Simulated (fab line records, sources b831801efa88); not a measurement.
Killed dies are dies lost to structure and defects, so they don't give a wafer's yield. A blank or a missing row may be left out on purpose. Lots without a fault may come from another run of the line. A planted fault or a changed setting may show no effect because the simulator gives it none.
One fault seen from 2 desks | flow gf180mcu | each desk has only its own numbers; what lay behind them comes last

THE METROLOGY DESK
What the gauges read, lot by lot, whatever tool the lot ran on: means of the sampled wafers that have a number. A lot is out of limits, marked OUT, if its mean lies more than 4 standard deviations from the usual mean; the brackets give that distance.
Columns: A = STI_OXIDATION_01_THK at GF_STI_THK_MEAS_22, usual 15.16 nm; B = VT_IMPLANT_OVL at GF_VT_IMPLANT_OVL_MEAS_07, usual 0.4 nm; C = VT_IMPLANT_4_TW at GF_VT_IMPLANT_TW_MEAS_43, usual 688; D = NSD_OVL at GF_NSD_OVL_MEAS_08, usual -1.8 nm
lot  | first seen here | A     | B    | C              | D
L986 | day 2 11:15     | 15.49 | 0.0  | 692            | -2.7
L987 | day 2 15:23     | 15.20 | -0.9 | 684            | -1.9
L988 | day 2 20:02     | 15.25 | 0.8  | 686            | -1.1
L989 | day 3 01:27     | 14.97 | 1.6  | 688            | -0.3
L990 | day 3 05:50     | 15.06 | 2.4  | 686            | -2.2
L991 | day 3 13:21     | 15.34 | 0.6  | 687            | -1.9
L992 | day 3 17:37     | 15.54 | -0.1 | 687            | -0.6
L993 | day 3 21:26     | 14.63 | -1.4 | 693            | -3.7
L994 | day 4 04:06     | 14.93 | -0.7 | 694            | -0.4
L995 | day 4 09:11     | 15.50 | -0.5 | 691            | -0.1
L999 | day 5 06:02     | 15.04 | -2.3 | 716 (+5.8) OUT | -2.3
L101 | day 5 14:34     | 15.67 | 1.5  | 695            | -1.6
L102 | day 5 21:26     | 15.01 | 0.2  | 722 (+7.2) OUT | -3.7
L108 | day 7 03:34     | 15.13 | 2.0  | 693            | -0.2
This desk's finding: out of limits on L102, L999; first on L999, day 12 14:31 (VT_IMPLANT_4_TW at GF_VT_IMPLANT_TW_MEAS_43). In limits: L986, L987, L988, L989, L990, L991, L992, L993, L994, L995, L101, L108.

THE TOOL OWNER'S DESK: implanter-03
The tool's own readings at GF_VT_IMPLANT_IMPLANT_41: means of the sampled wafers that have a number, for each lot that ran on this tool. A lot is out of limits, marked OUT, if its mean lies more than 4 standard deviations from the usual mean; the brackets give that distance.
Columns: A = beam_on_s at GF_VT_IMPLANT_IMPLANT_41, usual 9.99 s; B = faraday_current_uA at GF_VT_IMPLANT_IMPLANT_41, usual 5.72
lot  | first seen here | A                | B
L989 | day 9 13:21     | 10.12            | 5.65
L990 | day 9 18:48     | 10.08            | 5.66
L991 | day 10 03:13    | 9.91             | 5.78
L993 | day 10 17:49    | 9.88             | 5.78
L995 | day 11 09:33    | 9.82             | 5.77
L999 | day 12 14:16    | 11.22 (+6.2) OUT | 5.09 (-5.2) OUT
L102 | day 13 11:29    | 11.48 (+7.4) OUT | 4.97 (-6.3) OUT
This desk's finding: out of limits on L102, L999; first on L999, day 12 14:16 (beam_on_s at GF_VT_IMPLANT_IMPLANT_41). In limits: L989, L990, L991, L993, L995.

PUT TOGETHER
The tool owner's desk could have raised an alarm at day 12 14:16, on L102, L999.
The metrology desk could have raised an alarm at day 12 14:31, on L102, L999.
Of the lots named, all ran GF_VT_IMPLANT_IMPLANT_41 on implanter-03.

WHAT THE SIMULATOR HAD PUT IN
Process parameter drift: implanter-03, from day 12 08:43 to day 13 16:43, at GF_VT_IMPLANT_IMPLANT_41. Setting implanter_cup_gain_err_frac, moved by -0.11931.
Lots struck among those shown: L102, L999.
Hours from the fault's start to each desk's first reading out of limits: the tool owner's desk, 6; the metrology desk, 6.
